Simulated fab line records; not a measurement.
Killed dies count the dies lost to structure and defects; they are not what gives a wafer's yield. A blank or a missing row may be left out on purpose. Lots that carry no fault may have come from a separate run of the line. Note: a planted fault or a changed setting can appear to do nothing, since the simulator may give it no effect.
A lot that was struck, set against a sound lot || flow sky130 || 14 steps out of a route of 708
Sound: these wafers, L278.1, L278.2, L278.3. Wafers struck: L284.2, L284.4, L284.6. The cause is named last.
Order at every step that has rows: each side's tool, ch and its chambers, its first start. Under that, the readings that differ: sound wafers || struck wafers || difference of the means || sigmas: that difference in standard deviations of wafers without a fault.
alike: same words and numbers on both sides, and readings whose means sit less than 2 such deviations apart. not compared: any withheld reading, any reading some wafer has no value for, any bound like >300 that may hide the same value, and any number with overlapping values for which the record gives no deviation.
A row with sigmas, a row that says differs or no value, or rows on one side alone: a step with any of these is where the two part. Non-overlapping numbers with no deviation appear without sigmas and do not part them. A reading missing from all wafers of one side parts the sides only when that side holds two or more wafers.

first, 4 steps without rows for these wafers: SKY_LDD_N_SOFTBAKE_03 (time 60 s); SKY_LDD_N_EXPOSE_04 (exposes mask NTM, target cd 840 nm); SKY_LDD_N_PEB_05; SKY_LDD_N_DEVELOP_06 (develop time 60 s).
SKY_LDD_N_OVL_MEAS_07:
  sound on overlay-02 at day 18 11:43; struck on overlay-02 at day 20 20:30
{"reading": "LDD_N_OVL (nm)", "sound": "-3.1 0.5 -1.8", "struck": "2.1 2.9 1.7", "difference": "+3.7", "sigmas": "+2"}
then, 7 steps without rows for these wafers: SKY_LDD_N_IMPLANT_08; SKY_LDD_N_IMPLANT_09; SKY_LDD_N_IMPLANT_10; SKY_LDD_N_IMPLANT_11; SKY_LDD_N_IMPLANT_12; SKY_LDD_N_IMPLANT_13; SKY_LDD_N_IMPLANT_14.
SKY_LDD_N_IMPLANT_15:
  sound on implanter-02 ch 0, day 18 12:49; struck on implanter-01, day 20 21:37
  no value came back on the struck wafers for beam energy keV, beam on s (s), rotation deg (degrees); on the sound wafers beam energy keV reads 50.002 50.028 50.009
SKY_LDD_N_STRIP_16: strips in O2/N2.
  sound on plasma asher-03 ch 0,1, day 18 12:58; struck on plasma asher-04 ch 0,1, day 20 21:44
  alike: drypump motor current A, oes product au, strip time to endpoint s
  not compared: rf hours counter h

## WHERE THEY PART
First at SKY_LDD_N_OVL_MEAS_07; last, within this record, at SKY_LDD_N_IMPLANT_15. Later steps at which nothing parts them and some readings are alike: SKY_LDD_N_STRIP_16.

WHY: what had been put in by the simulator
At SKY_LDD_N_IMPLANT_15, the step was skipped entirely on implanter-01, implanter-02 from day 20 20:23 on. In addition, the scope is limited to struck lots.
